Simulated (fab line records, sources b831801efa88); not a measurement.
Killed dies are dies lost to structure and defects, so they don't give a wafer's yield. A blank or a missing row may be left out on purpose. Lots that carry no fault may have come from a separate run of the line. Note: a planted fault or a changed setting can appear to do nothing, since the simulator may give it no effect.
Comparing a struck lot with a sound one | flow sfq_line | 14 out of 325 route steps
Sound: these wafers, L379.2, L379.4, L379.6. Struck: wafers L385.1, L385.2, L385.6. Last of all comes the cause.
Per side, at each step with rows, come the tool, then ch with its chambers, and then its first start. Under that, the readings that differ: sound wafers | struck wafers | difference of the means | sigmas: that difference in standard deviations of wafers without a fault.
alike: readings with means less than 2 such deviations apart, plus words and numbers identical on both sides. not compared: withheld readings, readings lacking a value on some wafer, bounds such as >300 that could conceal the same value, and numbers that have no deviation in the record and whose values overlap.
Wherever a step has rows on one side only, a row that says differs or no value, or a row with sigmas, the two part there. Numbers that have no deviation but don't overlap get no sigmas and don't part them. A reading missing from all wafers of one side parts the sides only when that side holds two or more wafers.

first, 3 steps without rows for these wafers: SFQ_TRILAYER_I5_LITHO_EXPOSE_145 (exposes mask I5, target cd 700 nm); SFQ_TRILAYER_I5_LITHO_PEB_147 (peb time 60 s); SFQ_TRILAYER_I5_LITHO_DEVELOP_146 (time 60 s).
SFQ_I5_OVL_MEAS_936:
  sound: overlay-01 at day 69 18:54; struck: overlay-01 at day 79 05:51
  alike: I5_OVL
SFQ_TRILAYER_I5_BARC_OPEN_VIA_ETCH_200: etches BARC in O2, target depth 125 nm, time 41.7 s.
  sound on rie_diel-04 ch 0,2,3, day 69 18:56; struck on rie_diel-04 ch 0,1,2, day 79 05:53
  alike: drypump_motor_current_A, oes_product_au
  not compared: rf_hours_counter_h
SFQ_TRILAYER_I5_ETCH_VIA_ETCH_147: etches the open film in CHF3, stops on Nb, target depth 360 nm.
  sound on rie_diel-04 ch 0,2,3, day 69 18:58; struck on rie_diel-04 ch 0,1,2, day 79 05:56
  alike: drypump_motor_current_A, oes_product_au
SFQ_TRILAYER_I5_STRIP_STRIP_148: strips in O2.
  sound on rie_metal-03 ch 0,1, day 69 19:07; struck on rie_metal-03 ch 0,1, day 79 06:05
  alike: drypump_motor_current_A, oes_product_au
  not compared: rf_hours_counter_h
then, 5 steps without rows for these wafers: SFQ_TRILAYER_I5_STRIP_SOLV_CLEAN_149 (cleans in NMP, time 600 s); SFQ_TRILAYER_C5_LITHO_COAT_156 (resist thk 62 nm); SFQ_TRILAYER_C5_LITHO_COAT_151 (resist thk 650 nm); SFQ_TRILAYER_C5_LITHO_SOFTBAKE_155; SFQ_TRILAYER_C5_LITHO_EXPOSE_152 (exposes mask C5, target cd 500 nm).
SFQ_TRILAYER_C5_LITHO_PEB_154: peb time 60 s.
  sound on litho_track-03 ch 0, day 74 01:42; struck on litho_track-03, day 79 11:42
  no value came back on the struck wafers for chill_plate_temp_C (C), exhaust_pa (Pa); on the sound wafers chill_plate_temp_C (C) reads 23.18 23.10 23.18
then, 1 step without rows for these wafers: SFQ_TRILAYER_C5_LITHO_DEVELOP_153 (time 60 s).

## WHERE THEY PART
SFQ_TRILAYER_C5_LITHO_PEB_154 only, going by this record.

WHY: whatever the simulator had introduced
Whole step skipped at SFQ_TRILAYER_C5_LITHO_PEB_154 on litho_track-03, starting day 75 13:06. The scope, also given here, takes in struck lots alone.
